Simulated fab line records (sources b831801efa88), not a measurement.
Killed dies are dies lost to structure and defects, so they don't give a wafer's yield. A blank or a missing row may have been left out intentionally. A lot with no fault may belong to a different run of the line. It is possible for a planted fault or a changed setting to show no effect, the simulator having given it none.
2 desks looking at one fault / flow sfq line / every desk sees just its own numbers, and what lay behind them comes last

== THE METROLOGY DESK ==
What the gauges read, lot by lot, whatever tool the lot ran on: means of the sampled wafers that have a number. A lot is out of limits, marked OUT, if its mean lies more than 4 standard deviations from the usual mean; the brackets give that distance.
Columns: A = M7_NB_RS at SFQ_M7_RS_MEAS_943, usual 0.885 ohm/sq
lot=L124; first seen here=day 76 10:50; A=0.889
lot=L125; first seen here=day 76 15:29; A=0.897
lot=L126; first seen here=day 76 20:29; A=0.885
lot=L127; first seen here=day 76 21:41; A=0.889
lot=L128; first seen here=day 77 00:38; A=0.888
lot=L130; first seen here=day 77 09:02; A=0.888
lot=L131; first seen here=day 77 10:50; A=0.893
lot=L133; first seen here=day 77 15:05; A=0.887
lot=L136; first seen here=day 78 03:46; A=0.886
lot=L138; first seen here=day 81 22:51; A=0.883
lot=L141; first seen here=day 82 16:47; A=0.889
lot=L143; first seen here=day 83 11:40; A=0.872
lot=L145; first seen here=day 83 22:37; A=0.893
lot=L147; first seen here=day 85 18:30; A=0.893
This desk's verdict: no lot among the 14 shows anything out of limits.

== DESK OF THE TOOL OWNER: cmp-01 ==
The tool's own readings at SFQ_TRILAYER_I6_CMP_CMP_166 (polishes SiO2): means of the sampled wafers that have a number, for each lot that ran on this tool. A lot is out of limits, marked OUT, if its mean lies more than 4 standard deviations from the usual mean; the brackets give that distance.
Columns: A = edge zone pressure frac at SFQ_TRILAYER_I6_CMP_CMP_166, usual 1.000; B = motor current A at SFQ_TRILAYER_I6_CMP_CMP_166, usual 10.2 A; C = time to endpoint s at SFQ_TRILAYER_I6_CMP_CMP_166, usual 215 s
lot=L126; first seen here=day 76 09:10; A=1.003; B=10.0; C=215
lot=L130; first seen here=day 76 22:02; A=1.000; B=10.1; C=212
lot=L133; first seen here=day 77 07:32; A=0.997; B=10.8; C=216
lot=L136; first seen here=day 77 19:51; A=1.001; B=10.0; C=210
lot=L138; first seen here=day 78 02:21; A=0.997; B=10.7; C=211
This desk's verdict: no lot among the 5 shows anything out of limits.

== PUT TOGETHER ==
At the metrology desk, nothing out of limits was observed.
The tool owner's desk saw nothing out of limits.

== WHAT HAD BEEN PUT IN BY THE SIMULATOR ==
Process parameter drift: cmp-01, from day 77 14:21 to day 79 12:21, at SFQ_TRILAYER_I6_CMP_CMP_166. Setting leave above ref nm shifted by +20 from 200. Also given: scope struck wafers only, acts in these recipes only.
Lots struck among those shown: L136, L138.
